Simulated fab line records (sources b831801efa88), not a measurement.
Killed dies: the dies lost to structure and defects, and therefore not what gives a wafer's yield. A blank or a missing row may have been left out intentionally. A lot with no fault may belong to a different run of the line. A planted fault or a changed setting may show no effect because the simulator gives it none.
A struck lot beside a sound one | flow sky130 | 17 steps out of a route of 708
Sound: wafers L204.1, L204.2, L204.6. Struck: wafers L212.3, L212.4 (left out: L212.5, a lot-mate that was not struck); the cause follows at the end.
Order at every step that has rows: each side's tool, ch and its chambers, its first start. Under that, the readings that differ: sound wafers | struck wafers | difference of the means | sigmas: that difference in standard deviations of wafers without a fault.
alike: readings whose means differ by less than 2 such deviations, and words and numbers that are the same on both sides. not compared: withheld readings, readings that some wafer has no value for, bounds like >300 that may hide the same value, and numbers for which the record gives no deviation and whose values overlap.
A row with sigmas, a row that says differs or no value, or rows on one side alone: a step with any of these is where the two part. When numbers do not overlap yet have no deviation, they are printed without sigmas and do not part them. Lack of a reading on every wafer of one side parts them only where that side has two or more wafers.

first, 1 step without rows for these wafers: SKY_POLY_GATE_CVD_03 (deposits Si3N4 from DCS/NH3, target thk 75 nm, time 1290 s).
SKY_POLY_GATE_THK_MEAS_04:
  sound: filmMetro-01 at day 15 16:07; struck: filmMetro-01 at day 19 12:43
  alike: POLY_GATE_CVD_03_THK
then, 8 steps without rows for these wafers: SKY_POLY_GATE_DEHYDRATE_05 (time 60 s); SKY_POLY_GATE_HMDS_06 (prime time 60 s); SKY_POLY_GATE_COAT_07 (resist thk 110 nm); SKY_POLY_GATE_COAT_08 (resist thk 450 nm); SKY_POLY_GATE_SOFTBAKE_09 (time 90 s); SKY_POLY_GATE_EXPOSE_10 (exposes mask P1M, target cd 150 nm); SKY_POLY_GATE_PEB_11; SKY_POLY_GATE_DEVELOP_12 (develop time 60 s).
SKY_POLY_GATE_CD_MEAS_13: the cd target is 150 nm.
  sound: cdSem-01 at day 16 20:48; struck: cdSem-02 at day 20 19:34
  alike: cdNm
SKY_POLY_GATE_OVL_MEAS_14:
  sound: overlay-01 at day 16 20:55; struck: overlay-02 at day 20 19:39
  alike: POLY_GATE_OVL
SKY_POLY_GATE_ETCH_15: etches BARC in N2/H2, stops on SiO2, time 118.5 s, target depth 110 nm.
  sound on rieDiel-01 ch 0,1,2, day 16 20:58; struck on rieDiel-03 ch 0,3, day 20 19:40
reading                                         | sound             | struck      | difference | sigmas
model.KrF-thick_of_POLY_GATE_COAT_08.thkNm (nm) | 340.4 342.2 343.6 | 357.9 357.3 | +15.5      | 
  alike: biasW, drypumpMotorCurrentA, oesProductAu, throttleValvePct
  not compared: rfHoursCounterH, model.POLY_GATE.cdNm
SKY_POLY_GATE_ETCH_16: etches Si3N4 in CH3F/O2, stops on poly-Si, time 147.5 s, target depth 75 nm.
  sound on rieDiel-01 ch 0,1,2, day 16 21:02; struck on rieDiel-03 ch 0,3, day 20 19:46
  alike: biasW, drypumpMotorCurrentA, oesProductAu, throttleValvePct
  not compared: rfHoursCounterH
SKY_POLY_GATE_ETCH_17: etches poly-Si in HBr/Cl2, stops on SiO2, target depth 180 nm, time 70.5 s.
  sound on rieSi-01 ch 0,2, day 16 21:08; struck on rieSi-02 ch 0,1, day 20 19:52
reading                                         | sound             | struck      | difference | sigmas
model.KrF-thick_of_POLY_GATE_COAT_08.thkNm (nm) | 132.3 135.2 139.1 | 149.8 144.5 | +11.6      | 
  alike: biasW, drypumpMotorCurrentA, oesProductAu, throttleValvePct
  not compared: rfHoursCounterH, model.POLY_GATE.cdNm
SKY_POLY_GATE_STRIP_18: strips in O2/N2.
  sound on plasmaAsher-03 ch 0,1, day 16 21:12; struck on plasmaAsher-02 ch 0,1, day 20 19:57
reading                  | sound          | struck    | difference | sigmas
drypumpMotorCurrentA (A) | 6.03 5.64 6.04 | 5.50 5.36 | -0.47      | -2
stripTimeToEndpointS (s) | 3.09 3.11 3.17 | 3.27 3.21 | +0.12      | +2
  alike: oesProductAu
  not compared: rfHoursCounterH
-- the record jumps here: 28 days lie between the struck wafers' starts before and after (it left off in module POLY_GATE and takes up again in module PAD_OPEN, whose first step shown is number 708 of the route) --
SKY_PAD_OPEN_PROBE_99:
  sound: prober-01 at day 46 10:40; struck: prober-01 at day 48 23:58
reading     | sound    | struck | difference | sigmas
killedShort | 39 39 38 | 20 29  | -14        | -2
  alike: killed_at_M0_to_M3, killed_at_M4_up, killedAtContacts, killedAtFrontEnd, killedAtOther, killedDies, killedOpen
  not compared: model.etest.resPoly.lineOhmUm, model.etest.resXhighPo.widthNm, model.etest.resPoly.widthNm

## WHERE THEY PART
At SKY_POLY_GATE_STRIP_18 first; at SKY_PAD_OPEN_PROBE_99 last (within this record only).

WHY: what had been put in by the simulator
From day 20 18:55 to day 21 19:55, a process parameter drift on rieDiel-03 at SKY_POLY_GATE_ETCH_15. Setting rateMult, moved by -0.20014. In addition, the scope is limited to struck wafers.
